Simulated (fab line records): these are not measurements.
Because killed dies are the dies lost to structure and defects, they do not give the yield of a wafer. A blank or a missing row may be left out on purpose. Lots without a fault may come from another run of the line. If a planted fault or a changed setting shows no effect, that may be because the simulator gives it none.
fab line records	flow sky130
record lots=13	wafers=39	lastDay=50
route steps=708 shown SD_N@349 LI_CONTACT@377 LOCAL_INTERCONNECT@388
lots untouched by any fault: they come from a run of this same line in which no faults occurred
startH: hours from the record's first day to the start of the lot's first wafer shown	waitH: hours elapsed since this lot's preceding step	" same as the row above	L1.1+2: several wafers, shown together as one row	- no value, or no start given	* or withheld: withheld	< > ~ a bound
route shown NAME@n: NAME is a module with steps in the file, n the number in the route of the first one	usual: mean/standard deviation of fault-free wafers	same: alike in all rows	chamber/n: place in a boat	sites: each site's reading	_std_site: how widely they spread, as a standard deviation	_edge_site: mean of outer sites minus mean of inner sites	radiusMm: for every site, how far away it sits from the centre of the wafer	mask NAME#n: copy n	behind: the tool/chamber that last shaped the wafer	hold: reason for holding the lot/hours on hold/outcome of the hold	device: whichever transistor did not switch (one of n, p or np)	end of line: the same wafers' tests at the end of the route	where a step has no rows: the recipe by itself	killed: at the first sort, the dies lost to defects and structure; wafer yield is something else	map: the dies of a wafer, with x for killed, . for not killed, _ for no die there
set.NAME: the setting that was run; set.NAME@STEP: the one run at that earlier step	model.NAME: the simulator's own value behind a step, which no gauge read
route steps across a sampled set of lots; one table per step, one row per wafer
services: the hour from which a tool's chamber was out of use, counted from the record's first day as startH (under 0 if before that day), plus the number of hours and why
## steps
# step SKY_SD_N_CD_MEAS_07
# recipe targetCdNm=380
# usual cdNm=381.1/2.4
lot.wafer	tool	chamber	startH	waitH	cdNm
L351.1	cdSem-01	-	653.85	0.1	378.3
L351.2	"	-	"	"	384.2
L351.3	"	-	"	"	381.4
L352.1	cdSem-01	-	657.25	0.1	378.1
L352.4	"	-	"	"	381.0
L352.5	"	-	"	"	377.1
L353.4	cdSem-02	-	663.16	0.1	384.6
L353.5	"	-	"	"	381.8
L353.6	"	-	"	"	385.5
L354.1	cdSem-01	-	678.32	0.1	377.4
L354.4	"	-	"	"	379.5
L354.5	"	-	"	"	379.4
L355.3	cdSem-01	-	682.39	0.1	380.2
L355.5	"	-	"	"	379.0
L355.6	"	-	"	"	377.3
L360.1	cdSem-01	-	719.57	0.1	379.9
L360.2	"	-	"	"	380.0
L360.4	"	-	"	"	379.9
L366.4	cdSem-02	-	769.96	0.1	380.2
L366.5	"	-	"	"	383.4
L366.6	"	-	"	"	382.2
L367.1	cdSem-02	-	778.97	0.1	386.3
L367.3	"	-	"	"	384.8
L367.6	"	-	"	"	384.1
L368.1	cdSem-02	-	784.62	0.1	383.1
L368.3	"	-	"	"	384.1
L368.4	"	-	"	"	382.5
L369.1	cdSem-01	-	796.85	0.1	380.7
L369.2	"	-	"	"	378.8
L369.6	"	-	"	"	380.4
L370.3	cdSem-02	-	800.26	0.1	382.9
L370.4	"	-	"	"	383.8
L370.5	"	-	"	"	381.0
L371.2	cdSem-01	-	802.07	0.1	377.4
L371.4	"	-	"	"	379.3
L371.5	"	-	"	"	377.2
L373.2	cdSem-02	-	819.22	0.1	381.4
L373.3	"	-	"	"	380.4
L373.4	"	-	"	"	381.3
# step SKY_LI_CONTACT_ETCH_15
# recipe target=PSG	chemistry=C4F8/O2/Ar	stopOn=Si	taperDeg=4.15	maskMaterial=KrF-thick	sourceW=1500	biasW=1200	pressureMtorr=40	c4f8FlowSccm=withheld	O2_flow_sccm=6	Ar_flow_sccm=300	timeS=withheld	targetDepthA=6000
# usual oesProductAu=0.837/0.0046
lot.wafer	tool	chamber	startH	waitH	oesProductAu
L351.1	rieDiel-04	0	682.90	0.0	0.833
L351.2	"	1	"	"	0.840
L351.3	"	2	"	"	0.837
L352.1	rieDiel-01	1	687.35	0.0	0.843
L352.4	"	0	"	"	0.833
L352.5	"	0	"	"	0.838
L353.4	rieDiel-04	1	692.40	0.0	0.841
L353.5	"	1	"	"	0.837
L353.6	"	0	"	"	0.840
L354.1	rieDiel-03	1	708.30	0.0	0.837
L354.4	"	0	"	"	0.829
L354.5	"	0	"	"	0.840
L355.3	rieDiel-01	1	712.55	0.0	0.837
L355.5	"	3	"	"	0.839
L355.6	"	2	"	"	0.839
L360.1	rieDiel-01	0	748.95	0.0	0.844
L360.2	"	3	"	"	0.846
L360.4	"	2	"	"	0.833
L366.4	rieDiel-04	2	799.04	0.0	0.836
L366.5	"	3	"	"	0.835
L366.6	"	2	"	"	0.833
L367.1	rieDiel-04	0	807.54	0.0	0.825
L367.3	"	3	"	"	0.838
L367.6	"	2	"	"	0.845
L368.1	rieDiel-03	0	813.24	0.0	0.843
L368.3	"	3	"	"	0.835
L368.4	"	2	"	"	0.840
L369.1	rieDiel-03	0	825.00	0.0	0.832
L369.2	"	3	"	"	0.833
L369.6	"	1	"	"	0.841
L370.3	rieDiel-03	0	829.20	0.0	0.837
L370.4	"	2	"	"	0.836
L370.5	"	2	"	"	0.840
L371.2	rieDiel-01	3	830.15	0.0	0.832
L371.4	"	1	"	"	0.826
L371.5	"	0	"	"	0.838
L373.2	rieDiel-04	2	847.65	0.0	0.833
L373.3	"	0	"	"	0.833
L373.4	"	3	"	"	0.839
# step SKY_LI_CONTACT_STRIP_16
# recipe chemistry=O2/N2	powerW=1400	pressureMtorr=1500	platenTempC=withheld	o2FlowSccm=3000	n2FlowSccm=300	overashFraction=0.5
# usual drypumpMotorCurrentA=5.8/0.31	oesProductAu=0.376/0.0052	stripTimeToEndpointS=3.50/0.049
lot.wafer	tool	chamber	startH	waitH	drypumpMotorCurrentA	oesProductAu	rfHoursCounterH	stripTimeToEndpointS
L351.1	plasmaAsher-04	0	682.98	-	5.7	0.378	26	3.54
L351.2	"	1	"	"	5.0	0.376	26	3.45
L351.3	"	0	"	"	5.7	0.377	-	3.54
L352.1	plasmaAsher-04	1	687.43	-	5.0	0.370	27	3.47
L352.4	"	0	"	"	5.8	0.375	-	3.53
L352.5	"	1	"	"	5.0	0.381	-	3.50
L353.4	plasmaAsher-03	1	692.52	-	5.9	0.372	-	3.49
L353.5	"	0	"	"	6.0	0.365	-	3.45
L353.6	"	1	"	"	5.9	0.378	-	3.55
L354.1	plasmaAsher-02	1	708.39	-	5.7	0.388	81	3.55
L354.4	"	0	"	"	6.0	0.382	-	3.55
L354.5	"	0	"	"	6.0	0.375	-	3.55
L355.3	plasmaAsher-03	1	712.67	-	5.9	0.372	-	3.49
L355.5	"	0	"	"	6.0	0.371	-	3.49
L355.6	"	1	"	"	5.9	0.379	-	3.40
L360.1	plasmaAsher-02	1	749.03	-	5.7	0.395	86	3.91
L360.2	"	0	"	"	6.1	0.379	86	3.46
L360.4	"	1	"	"	5.7	0.373	-	3.39
L366.4	plasmaAsher-02	1	799.16	-	5.7	0.371	-	3.50
L366.5	"	0	"	"	6.1	0.380	-	3.49
L366.6	"	1	"	"	5.7	0.377	-	3.54
L367.1	plasmaAsher-04	0	807.63	-	5.8	0.376	40	3.55
L367.3	"	1	"	"	5.1	0.373	-	3.43
L367.6	"	1	"	"	5.0	0.371	-	3.48
L368.1	plasmaAsher-04	1	813.33	-	5.0	0.376	40	3.53
L368.3	"	1	"	"	5.0	0.383	-	3.53
L368.4	"	0	"	"	5.7	0.370	-	3.53
L369.1	plasmaAsher-02	0	825.08	-	6.1	0.382	93	3.60
L369.2	"	1	"	"	5.7	0.377	93	3.54
L369.6	"	0	"	"	6.1	0.379	-	3.55
L370.3	plasmaAsher-03	0	829.31	-	6.0	0.378	-	3.53
L370.4	"	1	"	"	5.8	0.376	-	3.53
L370.5	"	1	"	"	5.9	0.377	-	3.52
L371.2	plasmaAsher-02	1	830.24	-	5.7	0.369	94	3.48
L371.4	"	1	"	"	5.7	0.380	-	3.53
L371.5	"	1	"	"	5.7	0.386	-	3.54
L373.2	plasmaAsher-02	0	847.73	-	6.0	0.377	96	3.48
L373.3	"	1	"	"	5.7	0.387	-	3.55
L373.4	"	0	"	"	6.0	0.374	-	3.43
# step SKY_LI_CONTACT_CMP_24
# recipe stopOn=PSG	tOverpolishS=20	downForcePsi=3.5	platenRpm=60	targetThkNm=0	padVelocityMS=0.94248
# usual motorCurrentA=11.0/0.85
lot.wafer	tool	chamber	startH	waitH	motorCurrentA
L351.2	cmp-02	0	683.72	0.0	10.1
L351.3	"	2	"	"	13.5
L351.1	"	3	"	"	8.4
L352.4	cmp-02	0	688.17	0.0	10.7
L352.1	"	1	"	"	11.8
L352.5	"	0	"	"	10.6
L353.4	cmp-01	0	693.22	0.0	10.0
L353.6	"	0	"	"	10.6
L353.5	"	1	"	"	10.7
L354.1	cmp-01	0	709.23	0.1	10.8
L354.4	"	1	"	"	11.2
L354.5	"	3	"	"	11.5
L355.3	cmp-01	0	713.57	0.2	10.5
L355.5	"	1	"	"	10.8
L355.6	"	2	"	"	10.7
L360.4	cmp-01	0	749.77	0.0	10.6
L360.2	"	2	"	"	11.4
L360.1	"	3	"	"	11.1
L366.4	cmp-01	3	800.08	0.2	11.4
L366.5	"	0	"	"	10.6
L366.6	"	1	"	"	11.3
L367.1	cmp-01	2	808.37	0.1	10.5
L367.3	"	3	"	"	11.4
L367.6	"	2	"	"	10.9
L368.3	cmp-01	0	814.13	0.1	10.7
L368.1	"	1	"	"	11.5
L368.4	"	2	"	"	11.4
L369.1	cmp-02	3	825.85	0.1	8.5
L369.2	"	0	"	"	10.7
L369.6	"	3	"	"	8.6
L370.3	cmp-01	2	830.12	0.1	11.1
L370.4	"	3	"	"	11.5
L370.5	"	1	"	"	11.1
L371.2	cmp-01	3	830.99	0.0	11.9
L371.4	"	1	"	"	10.8
L371.5	"	3	"	"	11.8
L373.2	cmp-02	1	848.72	0.3	11.4
L373.4	"	3	"	"	9.0
L373.3	"	0	"	"	10.3
# step SKY_LOCAL_INTERCONNECT_RS_MEAS_01
# recipe thkMeasGauge=four-point-probe	reads=TiN_of_LOCAL_INTERCONNECT_SPUTTER_00
# usual LOCAL_INTERCONNECT_TIN_RS=14.17/0.19
lot.wafer	tool	chamber	startH	waitH	LOCAL_INTERCONNECT_TIN_RS[ohm/sq]
L351.1	filmMetro-02	-	684.08	0.0	14.32
L351.2	"	-	"	"	14.34
L351.3	"	-	"	"	14.16
L352.1	filmMetro-01	-	688.53	0.0	14.40
L352.4	"	-	"	"	14.28
L352.5	"	-	"	"	14.40
L353.4	filmMetro-01	-	693.64	0.1	14.31
L353.5	"	-	"	"	14.32
L353.6	"	-	"	"	14.37
L354.1	filmMetro-02	-	709.49	0.0	14.04
L354.4	"	-	"	"	14.27
L354.5	"	-	"	"	13.83
L355.3	filmMetro-04	-	713.83	0.1	13.98
L355.5	"	-	"	"	13.86
L355.6	"	-	"	"	14.02
L360.1	filmMetro-02	-	750.13	0.0	14.17
L360.2	"	-	"	"	13.85
L360.4	"	-	"	"	14.11
L366.4	filmMetro-02	-	800.35	0.1	14.34
L366.5	"	-	"	"	14.05
L366.6	"	-	"	"	14.38
L367.1	filmMetro-01	-	808.73	0.0	14.16
L367.3	"	-	"	"	14.29
L367.6	"	-	"	"	14.19
L368.1	filmMetro-04	-	814.45	0.0	14.03
L368.3	"	-	"	"	14.05
L368.4	"	-	"	"	14.26
L369.1	filmMetro-01	-	826.21	0.0	14.30
L369.2	"	-	"	"	13.88
L369.6	"	-	"	"	14.01
L370.3	filmMetro-02	-	830.42	0.1	14.28
L370.4	"	-	"	"	14.31
L370.5	"	-	"	"	14.03
L371.2	filmMetro-02	-	831.38	0.1	14.07
L371.4	"	-	"	"	13.83
L371.5	"	-	"	"	13.70
L373.2	filmMetro-02	-	849.11	0.1	14.30
L373.3	"	-	"	"	13.88
L373.4	"	-	"	"	13.99
## services
tool	chamber	startH	hours	kind
cmp-02	-	665.49	1.0	repair
rieDiel-03	0	679.88	3.5	repair
plasmaAsher-02	-	681.34	8.2	repair
cmp-02	-	707.97	1.5	repair
plasmaAsher-03	-	712.77	6.4	repair
rieDiel-03	-	716.70	0.5	repair
cmp-02	-	721.24	4.8	pm
rieDiel-01	-	724.93	0.3	repair
plasmaAsher-03	-	733.75	9.0	pm
rieDiel-04	3	735.03	1.8	repair
cmp-02	-	744.00	4.0	pm
cmp-02	-	748.00	-	consumableReplace:conditioner
cmp-02	-	748.00	-	consumableReplace:pad
rieDiel-03	1	758.62	6.2	repair
rieDiel-03	2	759.77	9.1	repair
plasmaAsher-03	-	762.36	8.8	repair
cmp-01	-	771.66	3.2	pm
rieDiel-03	-	785.62	1.9	repair
rieDiel-03	1	787.52	-	clean
plasmaAsher-03	-	795.80	2.8	repair
cmp-02	-	801.44	4.4	repair
rieDiel-01	1	805.22	8.6	repair
cmp-01	-	832.16	0.3	repair
cmp-01	-	847.93	1.6	repair
## key
firstSign step=SKY_LI_CONTACT_STRIP_16	reading=stripTimeToEndpointS	direction=up	sigmas=8.3	usual=*	struck=*
effect step=SKY_LI_CONTACT_STRIP_16	reading=oesProductAu	direction=up	sigmas=3.7	usual=0.376	struck=0.395
metAt SKY_LI_CONTACT_ETCH_15
struckLots L360
struckWafers L360.1
sortLeftOut L360.1
testerLeftOut L360
notActingAt SKY_SD_N_CD_MEAS_07,SKY_LI_CONTACT_CMP_24,SKY_LOCAL_INTERCONNECT_RS_MEAS_01
onsetBetween 687.35 748.95
fault kind=processParameterDrift	tool=rieDiel-01	chamber=0	onsetH=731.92	steps=SKY_LI_CONTACT_ETCH_15	channel=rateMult	offset=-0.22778	shape=step	endH=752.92
# testerLeftOut: of these lots the tester's yield and bins aren't shown, on N5 and GAA mostly nor the transistor test; their killed dies are dies lost to structure and defects alone, not to doping, threshold or leakage, so they don't give the yield
# sortLeftOut: the simulated sort isn't trusted on such a fault, so these wafers' sort isn't shown, and their yield isn't known
